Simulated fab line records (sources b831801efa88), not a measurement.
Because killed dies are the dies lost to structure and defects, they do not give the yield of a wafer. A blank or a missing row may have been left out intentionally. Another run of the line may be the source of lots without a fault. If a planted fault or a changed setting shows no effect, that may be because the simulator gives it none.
Which tool is to blame? :: flow sky130 :: 33 wafers from 11 lots sampled at 2 of the route's 708 steps

## WHAT EACH GAUGE READ, for each wafer
The record lacks any reading of a measuring or inspecting step that a usual standard deviation could be used to judge.

## WHICH TOOL RAN EACH LOT (tool, then ch and the chambers of the sampled wafers, then the start)
lot: L142
SKY_FIELD_ISO_ETCH_17: rieSi-01 ch 1,2,3, day 2 05:50
SKY_PAD_OPEN_PROBE_99: -

lot: L143
SKY_FIELD_ISO_ETCH_17: rieSi-01 ch 1,3, day 2 10:23
SKY_PAD_OPEN_PROBE_99: -

lot: L144
SKY_FIELD_ISO_ETCH_17: rieSi-02 ch 0,1,3, day 2 15:32
SKY_PAD_OPEN_PROBE_99: -

lot: L149
SKY_FIELD_ISO_ETCH_17: rieSi-01 ch 0,3, day 3 18:59
SKY_PAD_OPEN_PROBE_99: prober-01, day 48 03:29

lot: L151
SKY_FIELD_ISO_ETCH_17: rieSi-01 ch 1,2, day 4 06:54
SKY_PAD_OPEN_PROBE_99: prober-01, day 48 19:41

lot: L153
SKY_FIELD_ISO_ETCH_17: rieSi-01 ch 1,2,3, day 4 14:20
SKY_PAD_OPEN_PROBE_99: prober-01, day 49 04:44

lot: L154
SKY_FIELD_ISO_ETCH_17: rieSi-02 ch 0,1,2, day 4 23:30
SKY_PAD_OPEN_PROBE_99: prober-01, day 49 15:02

lot: L157
SKY_FIELD_ISO_ETCH_17: rieSi-02 ch 1,2,3, day 5 11:33
SKY_PAD_OPEN_PROBE_99: prober-01, day 50 01:41

lot: L158
SKY_FIELD_ISO_ETCH_17: rieSi-02 ch 0,1,2, day 5 17:34
SKY_PAD_OPEN_PROBE_99: -

lot: L162
SKY_FIELD_ISO_ETCH_17: rieSi-02 ch 0,1,3, day 6 19:44
SKY_PAD_OPEN_PROBE_99: -

lot: L165
SKY_FIELD_ISO_ETCH_17: rieSi-02 ch 0,2, day 7 10:38
SKY_PAD_OPEN_PROBE_99: -
- SKY_FIELD_ISO_ETCH_17: etches Si in HBr/Cl2/O2, target depth 342 nm, time 97.7 s.
- SKY_PAD_OPEN_PROBE_99

## AS READ BY THE TOOLS THEMSELVES (means over the sampled wafers that have a number; for cases with no such wafer, the mark the record gives instead)
SKY_FIELD_ISO_ETCH_17.
lot: L142
tool: rieSi-01
drypumpMotorCurrentA (A): 5.9
heBacksideLeakSccm (sccm): 2.78
oesProductAu (a.u.): 1.001
runLengthS (s): 126.2
throttleValvePct (%): 25.658

lot: L143
tool: rieSi-01
drypumpMotorCurrentA (A): 6.0
heBacksideLeakSccm (sccm): 2.94
oesProductAu (a.u.): 1.008
runLengthS (s): 125.8
throttleValvePct (%): 25.652

lot: L144
tool: rieSi-02
drypumpMotorCurrentA (A): 5.8
heBacksideLeakSccm (sccm): 2.86
oesProductAu (a.u.): 1.007
runLengthS (s): 125.6
throttleValvePct (%): 25.654

lot: L149
tool: rieSi-01
drypumpMotorCurrentA (A): 6.0
heBacksideLeakSccm (sccm): 2.85
oesProductAu (a.u.): 0.991
runLengthS (s): 125.9
throttleValvePct (%): 25.659

lot: L151
tool: rieSi-01
drypumpMotorCurrentA (A): 5.8
heBacksideLeakSccm (sccm): 2.77
oesProductAu (a.u.): 1.010
runLengthS (s): 120.7
throttleValvePct (%): 25.650

lot: L153
tool: rieSi-01
drypumpMotorCurrentA (A): 5.9
heBacksideLeakSccm (sccm): 2.86
oesProductAu (a.u.): 1.003
runLengthS (s): 123.5
throttleValvePct (%): 25.653

lot: L154
tool: rieSi-02
drypumpMotorCurrentA (A): 5.9
heBacksideLeakSccm (sccm): 2.65
oesProductAu (a.u.): 1.006
runLengthS (s): 125.8
throttleValvePct (%): 25.654

lot: L157
tool: rieSi-02
drypumpMotorCurrentA (A): 5.6
heBacksideLeakSccm (sccm): 2.77
oesProductAu (a.u.): 0.994
runLengthS (s): 125.7
throttleValvePct (%): 25.665

lot: L158
tool: rieSi-02
drypumpMotorCurrentA (A): 6.0
heBacksideLeakSccm (sccm): 2.83
oesProductAu (a.u.): 0.998
runLengthS (s): 125.7
throttleValvePct (%): 25.661

lot: L162
tool: rieSi-02
drypumpMotorCurrentA (A): 5.8
heBacksideLeakSccm (sccm): 2.78
oesProductAu (a.u.): 1.006
runLengthS (s): 125.8
throttleValvePct (%): 25.654

lot: L165
tool: rieSi-02
drypumpMotorCurrentA (A): 5.8
heBacksideLeakSccm (sccm): 2.90
oesProductAu (a.u.): 0.994
runLengthS (s): 125.8
throttleValvePct (%): 25.655

SKY_PAD_OPEN_PROBE_99.
lot: L149
tool: prober-01
killed_at_M0_to_M3: 44
killed_at_M4_up: 3.7
killedAtContacts: 26
killedAtFrontEnd: 22
killedAtOther: 0.7
killedDies: 97
killedOpen: 48
killedShort: 49

lot: L151
tool: prober-01
killed_at_M0_to_M3: 49
killed_at_M4_up: 2.0
killedAtContacts: 25
killedAtFrontEnd: 10
killedAtOther: 0.3
killedDies: 87
killedOpen: 48
killedShort: 39

lot: L153
tool: prober-01
killed_at_M0_to_M3: 47
killed_at_M4_up: 1.3
killedAtContacts: 25
killedAtFrontEnd: 12
killedAtOther: 0.0
killedDies: 86
killedOpen: 50
killedShort: 36

lot: L154
tool: prober-01
killed_at_M0_to_M3: 50
killed_at_M4_up: 3.7
killedAtContacts: 30
killedAtFrontEnd: 14
killedAtOther: 0.3
killedDies: 98
killedOpen: 53
killedShort: 45

lot: L157
tool: prober-01
killed_at_M0_to_M3: 38
killed_at_M4_up: 1.7
killedAtContacts: 23
killedAtFrontEnd: 12
killedAtOther: 1.0
killedDies: 75
killedOpen: 42
killedShort: 33

## THE ANSWER, worked out from the rows above alone
Rule: what is usual is taken from the lots themselves. The widest of any qualifying gaps counts: lots, ordered by their means at a reading, are off when they make up no more than a third of the lots, leave a main group of 4 or more, and stand apart from it by 3 or more times the standard deviation of that group's means. Not used: any main group whose means are identical at the precision the tables above print for the reading. Also off: a lot with no number at a reading for which 4 or more lots have one. All remaining lots with rows at the step are treated as sound. After the gauges, taken in route order, come the tools' own readings; for these a lot's mean is taken, as printed above. The first step at which some lot is off is used, and at that step the reading that is off furthest; a lot without a number counts as furthest.
Off: L151, L153 (SKY_FIELD_ISO_ETCH_17, runLengthS). The main group has a mean of 125.8 s with a standard deviation of 0.16.
If a tool, at that step or one of the process steps before it, ran each lot that is off and ran no sound lot following the first of them, it fits. One candidate fits, namely rieSi-01 at SKY_FIELD_ISO_ETCH_17. A fault onset in the window from L149 (day 3 18:59, its last sound lot) to L151 (day 4 06:54, its first lot off) fits.
The tool's own readings at SKY_FIELD_ISO_ETCH_17 bear it out: on the lots that are off they differ by more than 5 times the standard deviation of the sound lots' means. runLengthS reads 122.1 s there against 125.8 s on the sound lots.

## WHAT WAS PUT IN BY THE SIMULATOR
rieSi-01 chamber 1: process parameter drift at SKY_FIELD_ISO_ETCH_17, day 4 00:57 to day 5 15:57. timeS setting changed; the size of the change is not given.
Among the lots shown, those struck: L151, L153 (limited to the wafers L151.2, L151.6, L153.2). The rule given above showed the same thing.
